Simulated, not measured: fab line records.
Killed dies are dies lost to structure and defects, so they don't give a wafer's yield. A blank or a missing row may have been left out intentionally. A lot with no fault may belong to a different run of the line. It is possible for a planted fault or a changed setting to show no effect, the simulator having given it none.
Comparing a struck lot with a sound one -- flow gf180mcu -- 24 out of 602 route steps
Sound: wafers L624.2, L624.4, L624.6. The struck wafers were L635.1, L635.4, L635.5. At the end, the cause is stated.
Order at every step that has rows: each side's tool, ch and its chambers, its first start. Under that, the readings that differ: sound wafers -- struck wafers -- difference of the means -- sigmas: that difference in standard deviations of wafers without a fault.
alike: a reading whose means differ by less than 2 such deviations, as well as words and numbers matching on both sides. not compared: withheld readings; readings where some wafer has no value; bounds like >300 that might hide an equal value; numbers whose values overlap and for which the record gives no deviation.
A row with sigmas, a row that says differs or no value, or rows on one side alone: a step with any of these is where the two part. Non-overlapping numbers with no deviation appear without sigmas and do not part them. A reading that every wafer of one side lacks parts them only if that side has two wafers or more.

GF_M5_STRIP_11: strips in O2/N2.
  sound on plasma asher-04 ch 0,1, day 26 11:45; struck on plasma asher-02 ch 0,1, day 29 17:43
reading,sound,struck,difference,sigmas
drypump motor current A (A),6.6 6.6 6.1,5.7 5.1 5.1,-1.1,-2
  alike: heater power w, oes product au, strip time to endpoint s
  not compared: rf hours counter h
then, 3 steps without rows for these wafers: GF_M5_STRIP_12 (strips in post etch residue remover, time 1200 s); GF_M5_CLEAN_13 (cleans in DIW); GF_V5_CVD_00 (deposits SiO2, target thk 300 nm, time 50 s).
GF_V5_THK_MEAS_01:
  struck on film metro-01, day 29 18:20; sound on film metro-02, day 26 12:20
  alike: V5_CVD_00_THK
GF_V5_CVD_02: deposits SiO2 from TEOS, target thk 1450 nm, time 163.28 s.
  sound on pecvd-03 ch 0,1,2, day 26 12:23; struck on pecvd-02 ch 1,2, day 29 18:23
  alike: heater power w
GF_V5_THK_MEAS_03:
  struck on film metro-02, day 29 18:29; sound on film metro-02, day 26 12:31
  alike: V5_CVD_02_THK
GF_V5_CMP_04: polishes SiO2.
  sound on cmp-02 ch 0,1,3, day 26 12:34; struck on cmp-02 ch 0,1, day 29 18:41
  alike: motor current A
GF_V5_BOW_MEAS_05:
  struck on film metro-01, day 29 18:56; sound on film metro-01, day 26 12:53
  alike: V5_BOW
then, 3 steps without rows for these wafers: GF_V5_DEHYDRATE_06 (time 60 s); GF_V5_HMDS_07 (prime time 60 s); GF_V5_COAT_08.
GF_V5_COAT_09: resist thk 1000 nm.
  sound on litho track-03 ch 0, day 26 23:00; struck on litho track-03 ch 0, day 30 04:00
reading,sound,struck,difference,sigmas
model.KrF_of_V5_COAT_09.thk nm (nm),1005 1005 1007,1083 1083 1079,+76,
then, 2 steps without rows for these wafers: GF_V5_SOFTBAKE_10 (time 60 s); GF_V5_EXPOSE_11 (exposes mask Via5, target cd 260 nm).
GF_V5_PEB_12: peb time 92.22 s.
  sound: litho track-04 ch 0; struck: litho track-04 ch 0
  alike: plate sensor t centre C, plate sensor t edge C
GF_V5_DEVELOP_13: develop time 60 s.
  sound on litho track-04 ch 0, day 27 09:57; struck on litho track-04 ch 0, day 30 13:10
reading,sound,struck,difference,sigmas
model.KrF_of_V5_COAT_09.thk nm (nm),989.6 989.7 991.9,1068 1068 1064,+76,
GF_V5_CD_MEAS_14: target cd 260 nm.
  struck on cd sem-02, day 30 13:19; sound on cd sem-01, day 27 10:05
  alike: cd nm
GF_V5_OVL_MEAS_15:
  struck on overlay-01, day 30 13:26; sound on overlay-01, day 27 10:14
  alike: V5_OVL
GF_V5_ETCH_16: etches BARC in N2/H2.
  sound on rie diel-04 ch 0,2,3, day 27 10:16; struck on rie diel-01 ch 0,3, day 30 13:29
reading,sound,struck,difference,sigmas
model.V5.cd nm (nm),260 259.9 259.6,256.8 256.9 256.7,-3.0,
  alike: bias w, drypump motor current A, oes product au, throttle valve pct
GF_V5_ETCH_17: etches SiO2 in C4F8/O2/Ar, stops on TiN, target depth 855 nm.
  sound: rie diel-04 ch 0,2,3; struck: rie diel-01 ch 0,3
reading,sound,struck,difference,sigmas
model.V5.cd nm (nm),259.1 259.4 260.3,255.9 257.2 255.7,-3.3,
  alike: bias w, oes product au
GF_V5_STRIP_18: strips in O2/N2.
  sound on plasma asher-04 ch 0,1, day 27 10:25; struck on plasma asher-03 ch 0,1, day 30 13:38
reading,sound,struck,difference,sigmas
oes product au (a.u.),0.566 0.563 0.575,0.602 0.597 0.606,+0.034,+6
  alike: drypump motor current A, heater power w
  not compared: rf hours counter h
then, 1 step without rows for these wafers: GF_V5_STRIP_19 (strips in post etch residue remover, time 1200 s).
GF_PASSIVATION_PROBE_99:
  sound wafers here have rows in the record (prober-02, day 29 05:38); struck ones have none

WHERE THEY PART
At GF_M5_STRIP_11 first; at GF_PASSIVATION_PROBE_99 last (within this record only).

WHY: the cause the simulator had injected
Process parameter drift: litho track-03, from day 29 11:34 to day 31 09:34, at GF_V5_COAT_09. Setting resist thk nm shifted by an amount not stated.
